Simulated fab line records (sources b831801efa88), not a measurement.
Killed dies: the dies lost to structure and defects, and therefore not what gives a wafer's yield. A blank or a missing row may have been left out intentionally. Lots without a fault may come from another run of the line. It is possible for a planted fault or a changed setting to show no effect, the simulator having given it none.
Struck lot and sound lot, side by side :: flow sfq_line :: 21 out of 325 route steps
Sound: these wafers, L564.1, L564.3, L564.4. Struck: wafer L573.2 (L573.3, L573.6, from the same lot, were not struck and are left out); the cause is given at the end.
For every step that has rows: the tool of each side, followed by ch and its chambers, followed by its first start. Under that, the readings that differ: sound wafers :: struck wafers :: difference of the means :: sigmas: that difference in standard deviations of wafers without a fault.
alike: a reading whose means differ by less than 2 such deviations, as well as words and numbers matching on both sides. not compared: withheld readings; readings where some wafer has no value; bounds like >300 that might hide an equal value; numbers whose values overlap and for which the record gives no deviation.
The two part at a step that has a row with sigmas, a row that says differs or no value, or rows on one side only. Numbers that don't overlap but have no deviation are shown without sigmas and don't part them. Lack of a reading on every wafer of one side parts them only where that side has two or more wafers.

first, 3 steps without rows for these wafers: SFQ_TRILAYER_M4_LITHO_EXPOSE_094 (exposes mask M4, target cd 500 nm); SFQ_TRILAYER_M4_LITHO_PEB_096 (peb time 60 s); SFQ_TRILAYER_M4_LITHO_DEVELOP_095 (time 60 s).
SFQ_M4_OVL_MEAS_926:
  sound on overlay-02 at day 48 01:15; struck on overlay-01 at day 51 13:32
  alike: M4_OVL
SFQ_TRILAYER_M4_BARC_OPEN_METAL_ETCH_123: etches BARC in O2, target depth 125 nm, time 41.7 s.
  sound on rie_metal-03 ch 0,1, day 48 01:17; struck on rie_metal-02 ch 1, day 51 13:35
  alike: chamber_pressure_mTorr, drypump_motor_current_A, oes_product_au
  not compared: rf_hours_counter_h
then, 1 step without rows for these wafers: SFQ_TRILAYER_M4_ETCH_METAL_ETCH_096 (etches Nb in Cl2/Ar, stops on SiO2, target depth 240 nm, time 120 s).
SFQ_TRILAYER_M4_STRIP_STRIP_097: strips in O2.
  sound on rie_metal-03 ch 0,1, day 48 01:28; struck on rie_metal-02 ch 1, day 51 14:08
  alike: chamber_pressure_mTorr, drypump_motor_current_A, oes_product_au, platen_temp_c
  not compared: rf_hours_counter_h
then, 1 step without rows for these wafers: SFQ_TRILAYER_M4_STRIP_SOLV_CLEAN_098 (cleans in NMP, time 600 s).
SFQ_TRILAYER_I4_DEP_PECVD_099: deposits SiO2 from SiH4/N2O, time 111.11 s, target thk 500 nm.
  sound on pecvd-04 ch 0,1, day 48 02:14; struck on pecvd-03 ch 2, day 51 15:18
  alike: heater_power_w, susceptor_temp_C, throttle_valve_pct
then, 1 step without rows for these wafers: SFQ_TRILAYER_I4_CMP_CMP_100 (polishes SiO2).
SFQ_I4_BOW_MEAS_927:
  sound on film_metro-02 at day 48 06:02; struck on film_metro-04 at day 51 23:35
reading: I4_BOW (um)
sound: 23 26 8
struck: -1
difference: -20
sigmas: -2
SFQ_TRILAYER_I4_METRO_MEASURE_101:
  sound on film_metro-02 at day 48 06:09; struck on film_metro-04 at day 51 23:53
reading: thk_nm (nm)
sound: 199.1 200.2 200.4
struck: 197.7
difference: -2.2
sigmas: -2
SFQ_TRILAYER_I4_VIA_LITHO_COAT_108: resist thk 62 nm.
  sound on litho_track-04 ch 0, day 48 07:21; struck on litho_track-02 ch 0, day 52 00:56
reading: model.BARC_of_TRILAYER_I4_VIA_LITHO_COAT_108.thk_nm (nm)
sound: 61.79 62 61.82
struck: 55.87
difference: -6.00
sigmas: 
then, 5 steps without rows for these wafers: SFQ_TRILAYER_I4_VIA_LITHO_COAT_103 (resist thk 650 nm); SFQ_TRILAYER_I4_VIA_LITHO_SOFTBAKE_107; SFQ_TRILAYER_I4_VIA_LITHO_EXPOSE_104 (exposes mask I4, target cd 700 nm); SFQ_TRILAYER_I4_VIA_LITHO_PEB_106 (peb time 60 s); SFQ_TRILAYER_I4_VIA_LITHO_DEVELOP_105 (time 60 s).
-- the record jumps here: 6 days lie between the struck wafers' starts before and after --
SFQ_I4_OVL_MEAS_928:
  sound on overlay-02 at day 53 20:42; struck on overlay-01 at day 57 22:57
reading: I4_OVL (nm)
sound: -8 -9 -5
struck: 10
difference: +17
sigmas: +3
SFQ_TRILAYER_I4_VIA_BARC_OPEN_VIA_ETCH_146: etches BARC in O2, target depth 125 nm, time 41.7 s.
  sound on rie_diel-01 ch 0,2,3, day 53 20:44; struck on rie_diel-03 ch 2, day 57 22:59
reading: oes_product_au (a.u.)
sound: 0.688 0.688 0.685
struck: 0.658
difference: -0.029
sigmas: -6

reading: model.etch.depth_nm (nm)
sound: 61.79 62 61.82
struck: 55.87
difference: -6.00
sigmas: 
  alike: chamber_pressure_mTorr, drypump_motor_current_A
  not compared: rf_hours_counter_h
SFQ_TRILAYER_I4_VIA_ETCH_VIA_ETCH_106: etches SiO2 in CHF3, stops on Nb, target depth 260 nm.
  sound on rie_diel-01 ch 0,2,3, day 53 20:47; struck on rie_diel-03 ch 2, day 57 23:01
  alike: chamber_pressure_mTorr, drypump_motor_current_A, oes_product_au

## WHERE THEY PART
Last at SFQ_TRILAYER_I4_VIA_BARC_OPEN_VIA_ETCH_146 as far as this record goes, first at SFQ_I4_BOW_MEAS_927. Later steps at which nothing parts them and some readings are alike: SFQ_TRILAYER_I4_VIA_ETCH_VIA_ETCH_106.

WHY: what had been put in by the simulator
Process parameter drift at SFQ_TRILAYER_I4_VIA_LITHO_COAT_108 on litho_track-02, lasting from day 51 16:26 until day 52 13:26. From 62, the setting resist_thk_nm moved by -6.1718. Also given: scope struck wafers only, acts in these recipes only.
